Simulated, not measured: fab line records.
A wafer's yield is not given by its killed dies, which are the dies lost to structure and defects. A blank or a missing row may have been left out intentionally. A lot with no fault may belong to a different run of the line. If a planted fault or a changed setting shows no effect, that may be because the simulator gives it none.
2 desks looking at one fault    flow gf180mcu    numbers are kept per desk, each desk with only its own; the story behind them comes last

## THE TOOL OWNER'S DESK: pecvd-04
The tool's own readings at GF_PASSIVATION_CVD_00 (deposits SiO2 from TEOS, target thk 1000 nm, time 111.95 s): means of the sampled wafers that have a number, for each lot that ran on this tool. If a lot's mean is further than 4 standard deviations from the usual mean, the lot is out of limits and carries the mark OUT (the distance appears in the brackets).
Columns: A = heater-power-w at GF_PASSIVATION_CVD_00, usual 654 W; B = run-length-s at GF_PASSIVATION_CVD_00, usual 139.8 s
lot   first seen here  A    B
L354  day 28 04:58     636  140.7
L367  day 32 00:46     616  143.1 (+4.9) OUT
L368  day 32 06:26     640  143.4 (+5.3) OUT
This desk's finding: out of limits on L367, L368; first on L367, day 32 00:46 (run-length-s at GF_PASSIVATION_CVD_00). In limits: L354.

## FROM THE METROLOGY DESK
Means of the sampled wafers that have a number, per lot and without regard to the tool the lot ran on: this is what the gauges read. If a lot's mean is further than 4 standard deviations from the usual mean, the lot is out of limits and carries the mark OUT (the distance appears in the brackets).
Columns: A = cd-nm at GF_TOP_METAL_CD_MEAS_14, usual 440.5 nm; B = TOP_METAL_OVL at GF_TOP_METAL_OVL_MEAS_15, usual 2.0 nm; C = PASSIVATION_CVD_00_THK at GF_PASSIVATION_THK_MEAS_01, usual 1004 nm
lot   first seen here  A      B     C
L354  day 28 04:05     437.8  2.5   1010
L357  day 29 02:37     439.9  -0.1  1028
L367  day 31 23:55     436.6  2.6   1031
L368  day 32 05:23     441.6  0.9   1025
L376  day 34 03:11     440.5  2.4   993
L377  day 34 06:14     436.4  1.8   1010
Finding of this desk: none of the 6 lots has anything out of limits.

## BROUGHT TOGETHER
An alarm could have come from the tool owner's desk at day 32 00:46, on L367, L368.
At the metrology desk, nothing out of limits was observed.
The metrology desk has L367, L368 on record, within its limits.
On pecvd-04, each named lot ran GF_PASSIVATION_CVD_00.

## WHAT HAD BEEN PUT IN BY THE SIMULATOR
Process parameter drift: pecvd-04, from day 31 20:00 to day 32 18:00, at GF_PASSIVATION_CVD_00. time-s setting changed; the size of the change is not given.
Lots struck among those shown: L367, L368.
Hours from the fault's start to each desk's first reading out of limits: the tool owner's desk, 5.
